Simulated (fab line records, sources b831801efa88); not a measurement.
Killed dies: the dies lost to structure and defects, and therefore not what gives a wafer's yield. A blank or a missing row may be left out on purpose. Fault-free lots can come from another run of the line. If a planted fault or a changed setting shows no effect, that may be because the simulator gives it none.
The tool behind it: which one? :: flow sky130 :: 36 wafers from 12 lots sampled at 5 of the route's 708 steps

== WHAT THE GAUGES READ, wafer by wafer ==
SKY_FIELD_ISO_BOW_MEAS_00.
lot: L625
measured: day 1 10:00
on: film_metro-03
INCOMING_BOW (um): -4 -3 6

lot: L626
measured: day 1 15:00
on: film_metro-02
INCOMING_BOW (um): 10 5 -5

lot: L627
measured: day 1 20:01
on: film_metro-01
INCOMING_BOW (um): 2 3 12

lot: L629
measured: day 2 06:00
on: film_metro-02
INCOMING_BOW (um): 2 1 6

lot: L634
measured: day 3 07:00
on: film_metro-01
INCOMING_BOW (um): -3 5 -9

lot: L635
measured: day 3 12:00
on: film_metro-03
INCOMING_BOW (um): 7 2 1

lot: L638
measured: day 4 03:01
on: film_metro-01
INCOMING_BOW (um): -1 5 0

lot: L639
measured: day 4 08:00
on: film_metro-02
INCOMING_BOW (um): 4 0 -9

lot: L641
measured: day 4 18:01
on: film_metro-02
INCOMING_BOW (um): 6 -14 5

lot: L643
measured: day 5 04:01
on: film_metro-02
INCOMING_BOW (um): 2 -5 3

lot: L647
measured: day 6 00:00
on: film_metro-01
INCOMING_BOW (um): -1 1 -11

lot: L648
measured: day 6 05:04
on: film_metro-02
INCOMING_BOW (um): 0 -4 10

SKY_VT_ADJUST_NCORE_CD_MEAS_07: target cd 380 nm.
lot: L625
measured: day 9 12:23
on: cd_sem-02
cd_nm (nm): 379.6 383.0 381.5

lot: L626
measured: day 9 18:59
on: cd_sem-01
cd_nm (nm): 384.8 381.5 382.4

lot: L627
measured: day 9 23:07
on: cd_sem-02
cd_nm (nm): 380.6 381.4 380.6

lot: L629
measured: day 10 21:47
on: cd_sem-01
cd_nm (nm): 382.5 383.1 381.5

lot: L634
measured: day 11 23:41
on: cd_sem-01
cd_nm (nm): 379.6 378.3 380.6

lot: L635
measured: day 12 04:29
on: cd_sem-01
cd_nm (nm): 380.2 380.7 378.4

lot: L638
measured: day 12 23:01
on: cd_sem-02
cd_nm (nm): 381.5 382.4 381.0

lot: L639
measured: day 13 03:11
on: cd_sem-01
cd_nm (nm): 380.6 379.3 382.5

lot: L641
measured: day 13 16:46
on: cd_sem-01
cd_nm (nm): 378.5 377.6 378.7

lot: L643
measured: day 14 03:22
on: cd_sem-01
cd_nm (nm): 382.1 385.5 384.1

lot: L647
measured: day 15 03:20
on: cd_sem-01
cd_nm (nm): 379.0 379.3 379.6

lot: L648
measured: day 15 13:45
on: cd_sem-01
cd_nm (nm): 375.5 378.2 375.6

SKY_SD_P_OVL_MEAS_08.
lot: L625
measured: day 26 06:02
on: overlay-01
SD_P_OVL (nm): -2.5 -3.1 -0.9

lot: L626
measured: day 26 12:22
on: overlay-01
SD_P_OVL (nm): -0.4 -0.8 -2.3

lot: L627
measured: day 26 22:04
on: overlay-02
SD_P_OVL (nm): -3.3 -2.0 -4.2

lot: L629
measured: day 27 23:58
on: overlay-02
SD_P_OVL (nm): -0.8 0.0 -1.4

lot: L634
measured: day 29 11:34
on: overlay-01
SD_P_OVL (nm): -0.3 -1.2 -2.2

lot: L635
measured: day 29 14:10
on: overlay-02
SD_P_OVL (nm): 0.3 -0.9 -0.2

lot: L638
measured: day 30 17:28
on: overlay-01
SD_P_OVL (nm): -1.2 -3.0 -1.5

lot: L639
measured: day 30 16:34
on: overlay-01
SD_P_OVL (nm): -2.8 -1.8 -0.7

lot: L641
measured: day 31 10:19
on: overlay-01
SD_P_OVL (nm): -0.5 -3.0 -1.4

lot: L643
measured: day 31 20:07
on: overlay-01
SD_P_OVL (nm): 0.1 -0.4 -2.3

lot: L647
measured: day 32 20:04
on: overlay-01
SD_P_OVL (nm): 0.4 1.6 0.8

lot: L648
measured: day 33 09:47
on: overlay-01
SD_P_OVL (nm): 1.4 0.1 -0.2

== WHICH TOOL RAN EACH LOT (tool, then ch and the chambers of the sampled wafers, then the start) ==
lot: L625
SKY_LDD_N_IMPLANT_09: implanter-01 ch 0, day 18 14:46
SKY_LDD_N_STRIP_16: plasma_asher-03 ch 0,1, day 18 15:49

lot: L626
SKY_LDD_N_IMPLANT_09: implanter-01 ch 0, day 18 20:17
SKY_LDD_N_STRIP_16: plasma_asher-01 ch 0,1, day 18 21:20

lot: L627
SKY_LDD_N_IMPLANT_09: implanter-02 ch 0, day 19 06:09
SKY_LDD_N_STRIP_16: plasma_asher-03 ch 0,1, day 19 07:10

lot: L629
SKY_LDD_N_IMPLANT_09: implanter-01 ch 0, day 20 10:08
SKY_LDD_N_STRIP_16: plasma_asher-01 ch 0,1, day 20 11:11

lot: L634
SKY_LDD_N_IMPLANT_09: implanter-04 ch 0, day 21 20:29
SKY_LDD_N_STRIP_16: plasma_asher-03 ch 0,1, day 21 21:32

lot: L635
SKY_LDD_N_IMPLANT_09: implanter-04 ch 0, day 22 00:25
SKY_LDD_N_STRIP_16: plasma_asher-03 ch 0,1, day 22 01:28

lot: L638
SKY_LDD_N_IMPLANT_09: implanter-02 ch 0, day 23 04:36
SKY_LDD_N_STRIP_16: plasma_asher-01 ch 0,1, day 23 05:38

lot: L639
SKY_LDD_N_IMPLANT_09: implanter-01 ch 0, day 23 04:37
SKY_LDD_N_STRIP_16: plasma_asher-02 ch 0,1, day 23 05:40

lot: L641
SKY_LDD_N_IMPLANT_09: implanter-01 ch 0, day 24 01:00
SKY_LDD_N_STRIP_16: plasma_asher-01 ch 0,1, day 24 02:01

lot: L643
SKY_LDD_N_IMPLANT_09: implanter-02 ch 0, day 24 10:42
SKY_LDD_N_STRIP_16: plasma_asher-01 ch 0,1, day 24 11:44

lot: L647
SKY_LDD_N_IMPLANT_09: implanter-04 ch 0, day 25 11:23
SKY_LDD_N_STRIP_16: plasma_asher-02 ch 0,1, day 25 12:26

lot: L648
SKY_LDD_N_IMPLANT_09: implanter-02 ch 0, day 26 01:18
SKY_LDD_N_STRIP_16: plasma_asher-02 ch 0,1, day 26 02:19
- SKY_LDD_N_IMPLANT_09
- SKY_LDD_N_STRIP_16: strips in O2/N2.

== AS READ BY THE TOOLS THEMSELVES (means over the sampled wafers that have a number; for cases with no such wafer, the mark the record gives instead) ==
SKY_LDD_N_IMPLANT_09.
lot: L625
tool: implanter-01
beam_on_s (s): 9.98
dose_ions_cm2: 7.5e+13
faraday_current_uA: 423

lot: L626
tool: implanter-01
beam_on_s (s): 10.06
dose_ions_cm2: 7.5e+13
faraday_current_uA: 419

lot: L627
tool: implanter-02
beam_on_s (s): 10.06
dose_ions_cm2: 7.5e+13
faraday_current_uA: 421

lot: L629
tool: implanter-01
beam_on_s (s): 9.89
dose_ions_cm2: 7.5e+13
faraday_current_uA: 426

lot: L634
tool: implanter-04
beam_on_s (s): 10.01
dose_ions_cm2: 9.2e+13
faraday_current_uA: 515

lot: L635
tool: implanter-04
beam_on_s (s): 10.00
dose_ions_cm2: 9.2e+13
faraday_current_uA: 515

lot: L638
tool: implanter-02
beam_on_s (s): 9.97
dose_ions_cm2: 7.5e+13
faraday_current_uA: 423

lot: L639
tool: implanter-01
beam_on_s (s): 9.97
dose_ions_cm2: 7.5e+13
faraday_current_uA: 424

lot: L641
tool: implanter-01
beam_on_s (s): 10.04
dose_ions_cm2: 7.5e+13
faraday_current_uA: 420

lot: L643
tool: implanter-02
beam_on_s (s): 10.13
dose_ions_cm2: 7.5e+13
faraday_current_uA: 418

lot: L647
tool: implanter-04
beam_on_s (s): 9.97
dose_ions_cm2: 7.5e+13
faraday_current_uA: 426

lot: L648
tool: implanter-02
beam_on_s (s): 9.95
dose_ions_cm2: 7.5e+13
faraday_current_uA: 424

SKY_LDD_N_STRIP_16.
lot: L625
tool: plasma_asher-03
drypump_motor_current_A (A): 5.30
n2_flow_sccm (sccm): 300.8
o2_flow_sccm (sccm): 2996
oes_product_au (a.u.): 0.404
strip_time_to_endpoint_s (s): 4.299

lot: L626
tool: plasma_asher-01
drypump_motor_current_A (A): 5.26
n2_flow_sccm (sccm): 299.4
o2_flow_sccm (sccm): 3002
oes_product_au (a.u.): 0.411
strip_time_to_endpoint_s (s): 4.322

lot: L627
tool: plasma_asher-03
drypump_motor_current_A (A): 5.28
n2_flow_sccm (sccm): 300.4
o2_flow_sccm (sccm): 3008
oes_product_au (a.u.): 0.409
strip_time_to_endpoint_s (s): 4.328

lot: L629
tool: plasma_asher-01
drypump_motor_current_A (A): 5.24
n2_flow_sccm (sccm): 300.4
o2_flow_sccm (sccm): 2994
oes_product_au (a.u.): 0.403
strip_time_to_endpoint_s (s): 4.292

lot: L634
tool: plasma_asher-03
drypump_motor_current_A (A): 5.31
n2_flow_sccm (sccm): 299.2
o2_flow_sccm (sccm): 3005
oes_product_au (a.u.): 0.410
strip_time_to_endpoint_s (s): 4.362

lot: L635
tool: plasma_asher-03
drypump_motor_current_A (A): 5.29
n2_flow_sccm (sccm): 300.7
o2_flow_sccm (sccm): 3006
oes_product_au (a.u.): 0.406
strip_time_to_endpoint_s (s): 4.357

lot: L638
tool: plasma_asher-01
drypump_motor_current_A (A): 5.17
n2_flow_sccm (sccm): 300.4
o2_flow_sccm (sccm): 2988
oes_product_au (a.u.): 0.410
strip_time_to_endpoint_s (s): 4.323

lot: L639
tool: plasma_asher-02
drypump_motor_current_A (A): 5.84
n2_flow_sccm (sccm): 299.6
o2_flow_sccm (sccm): 2994
oes_product_au (a.u.): 0.409
strip_time_to_endpoint_s (s): 4.327

lot: L641
tool: plasma_asher-01
drypump_motor_current_A (A): 5.23
n2_flow_sccm (sccm): 299.8
o2_flow_sccm (sccm): 2997
oes_product_au (a.u.): 0.409
strip_time_to_endpoint_s (s): 4.324

lot: L643
tool: plasma_asher-01
drypump_motor_current_A (A): 5.15
n2_flow_sccm (sccm): 300.3
o2_flow_sccm (sccm): 2996
oes_product_au (a.u.): 0.401
strip_time_to_endpoint_s (s): 4.322

lot: L647
tool: plasma_asher-02
drypump_motor_current_A (A): 5.84
n2_flow_sccm (sccm): 300.2
o2_flow_sccm (sccm): 2998
oes_product_au (a.u.): 0.405
strip_time_to_endpoint_s (s): 4.302

lot: L648
tool: plasma_asher-02
drypump_motor_current_A (A): 5.84
n2_flow_sccm (sccm): 300.2
o2_flow_sccm (sccm): 3010
oes_product_au (a.u.): 0.406
strip_time_to_endpoint_s (s): 4.333

== THE ANSWER, worked out from the rows above alone ==
Rule: usual is defined by the lots themselves. Put in order of their means at a reading, lots are off if they are a third of the lots or fewer, leave a main group of 4 or more, and stand apart from it by a gap of 3 or more times the standard deviation of the main group's means; of several such gaps the widest counts. If all means in a main group match to the digits the tables above print for the reading, that group is not used. Also off: a lot with no number at a reading for which 4 or more lots have one. Any other lot the step has rows for is counted as sound. Order of review: gauges by route order, followed by the tools' own readings, for which a lot's mean as printed above is used. The first step at which some lot is off is used, and at that step the reading that is off furthest; a lot without a number counts as furthest.
Off: L634, L635 (SKY_LDD_N_IMPLANT_09, faraday_current_uA). Mean 422 and standard deviation 2.7 in the main group.
If a tool, at that step or one of the process steps before it, ran each lot that is off and ran no sound lot following the first of them, it fits. None of those tried fits.

== WHAT THE SIMULATOR HAD PUT IN ==
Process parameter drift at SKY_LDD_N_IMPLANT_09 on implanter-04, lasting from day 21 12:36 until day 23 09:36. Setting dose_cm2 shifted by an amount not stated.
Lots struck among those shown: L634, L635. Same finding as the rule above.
